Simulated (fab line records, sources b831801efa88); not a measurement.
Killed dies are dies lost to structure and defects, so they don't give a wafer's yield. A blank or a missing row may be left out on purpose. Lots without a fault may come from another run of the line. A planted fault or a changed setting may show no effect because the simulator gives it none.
Which tool did it? | flow sky130 | 13 lots, 39 wafers sampled, at 4 steps of a route of 708

WHAT THE GAUGES READ, wafer by wafer
SKY_VIA4_RS_MEAS_19: measures by four-point-probe.
lot  | measured     | on            | VIA4_W_RS (ohm/sq)
L309 | day 42 09:14 | film_metro-02 | 0.2274 0.2262 0.2254
L311 | day 42 17:31 | film_metro-02 | 0.2276 0.2305 0.2274
L310 | day 42 20:14 | film_metro-02 | 0.2293 0.2298 0.2283
L312 | day 43 13:08 | film_metro-02 | 0.2238 0.2263 0.2260
L317 | day 44 18:09 | film_metro-03 | 0.2282 0.2282 0.2300
L324 | day 46 16:16 | film_metro-02 | 0.2270 0.2295 0.2273
L326 | day 47 17:07 | film_metro-02 | 0.2281 0.2279 0.2282
L327 | day 47 21:56 | film_metro-01 | 0.2258 0.2260 0.2270
L328 | day 48 01:40 | film_metro-01 | 0.2267 0.2260 0.2266
L330 | day 48 12:54 | film_metro-01 | 0.2272 0.2280 0.2274
L329 | day 48 14:06 | film_metro-03 | 0.2288 0.2318 0.2275
L331 | day 48 14:45 | film_metro-01 | 0.2278 0.2271 0.2282
L332 | day 49 16:40 | film_metro-02 | 0.2209 0.2237 0.2226

SKY_METAL5_THK_MEAS_06: measures by xrf.
lot  | measured     | on            | METAL5_ALCU_THK (nm)
L309 | day 42 10:00 | film_metro-02 | 1160 1156 1171
L311 | day 42 18:16 | film_metro-03 | 1196 1173 1170
L310 | day 42 21:02 | film_metro-02 | 1170 1159 1156
L312 | day 43 13:53 | film_metro-04 | 1184 1182 1196
L317 | day 44 19:04 | film_metro-04 | 1160 1168 1146
L324 | day 46 17:02 | film_metro-04 | 1178 1195 1190
L326 | day 47 17:52 | film_metro-03 | 1181 1188 1182
L327 | day 47 22:52 | film_metro-04 | 1179 1182 1190
L328 | day 48 02:24 | film_metro-03 | 1180 1167 1167
L330 | day 48 13:40 | film_metro-02 | 1182 1189 1181
L329 | day 48 14:52 | film_metro-04 | 1192 1190 1180
L331 | day 48 15:31 | film_metro-02 | 1183 1174 1173
L332 | day 49 17:26 | film_metro-04 | 1162 1171 1172

SKY_PASSIVATION_THK_MEAS_03.
lot  | measured     | on            | PASSIVATION_CVD_02_THK (nm)
L309 | day 43 09:42 | film_metro-03 | 542 548 545
L311 | day 43 17:34 | film_metro-04 | 535 547 559
L310 | day 43 20:31 | film_metro-04 | 537 540 552
L312 | day 44 13:19 | film_metro-03 | 543 537 545
L317 | day 45 16:46 | film_metro-03 | 536 522 536
L324 | day 47 13:56 | film_metro-01 | 537 535 547
L326 | day 48 13:33 | film_metro-03 | 537 543 548
L327 | day 48 18:01 | film_metro-01 | 534 548 543
L328 | day 48 22:10 | film_metro-04 | 537 548 550
L330 | day 49 09:01 | film_metro-03 | 536 540 537
L329 | day 49 09:49 | film_metro-04 | 540 533 540
L331 | day 49 10:01 | film_metro-04 | 537 538 547
L332 | day 50 10:46 | film_metro-03 | 536 546 548

WHICH TOOL RAN EACH LOT (tool, then ch and the chambers of the sampled wafers, then the start)
lot  | SKY_LI_CONTACT_ETCH_15
L309 | rie_diel-01 ch 0,1,2, day 28 13:37
L311 | rie_diel-01 ch 0,2, day 29 00:29
L310 | rie_diel-02 ch 1,2, day 29 02:35
L312 | rie_diel-01 ch 1,2, day 29 21:01
L317 | rie_diel-02 ch 1,2, day 31 12:10
L324 | rie_diel-01 ch 0,2,3, day 33 23:55
L326 | rie_diel-02 ch 0,2,3, day 35 06:00
L327 | rie_diel-02 ch 0,2,3, day 35 15:07
L328 | rie_diel-02 ch 0,1, day 35 19:57
L330 | rie_diel-04 ch 1,2, day 36 10:15
L329 | rie_diel-02 ch 0,1,2, day 36 10:25
L331 | rie_diel-01 ch 1,2,3, day 36 10:46
L332 | rie_diel-04 ch 0,1,3, day 38 03:19
- SKY_LI_CONTACT_ETCH_15: etches PSG in C4F8/O2/Ar, stops on Si, target depth 600 nm.

WHAT THE TOOLS THEMSELVES READ (means of the sampled wafers that have a number; where no wafer has one, the mark that the record gives instead)
SKY_LI_CONTACT_ETCH_15.
lot  | tool        | oes_product_au (a.u.)
L309 | rie_diel-01 | 0.838
L311 | rie_diel-01 | 0.834
L310 | rie_diel-02 | 0.838
L312 | rie_diel-01 | 0.837
L317 | rie_diel-02 | 0.837
L324 | rie_diel-01 | 0.836
L326 | rie_diel-02 | 0.835
L327 | rie_diel-02 | 0.841
L328 | rie_diel-02 | 0.837
L330 | rie_diel-04 | 0.840
L329 | rie_diel-02 | 0.833
L331 | rie_diel-01 | 0.837
L332 | rie_diel-04 | 0.840

THE ANSWER, worked out from the rows above alone
Rule: what is usual is taken from the lots themselves. Put in order of their means at a reading, lots are off if they are a third of the lots or fewer, leave a main group of 4 or more, and stand apart from it by a gap of 3 or more times the standard deviation of the main group's means; of several such gaps the widest counts. A main group whose means are all the same, to the digits that the tables above print for the reading, isn't used. A lot without any number at a reading at which 4 lots or more have one is off too. The other lots that the step has rows for count as sound. The gauges are gone through in route order, then the tools' own readings, and for those a lot's mean is taken as printed above. The first step at which some lot is off is used, and at that step the reading that is off furthest; a lot without a number counts as furthest.
No lot is off at any reading shown: from this, nothing can be told.

WHAT THE SIMULATOR HAD PUT IN
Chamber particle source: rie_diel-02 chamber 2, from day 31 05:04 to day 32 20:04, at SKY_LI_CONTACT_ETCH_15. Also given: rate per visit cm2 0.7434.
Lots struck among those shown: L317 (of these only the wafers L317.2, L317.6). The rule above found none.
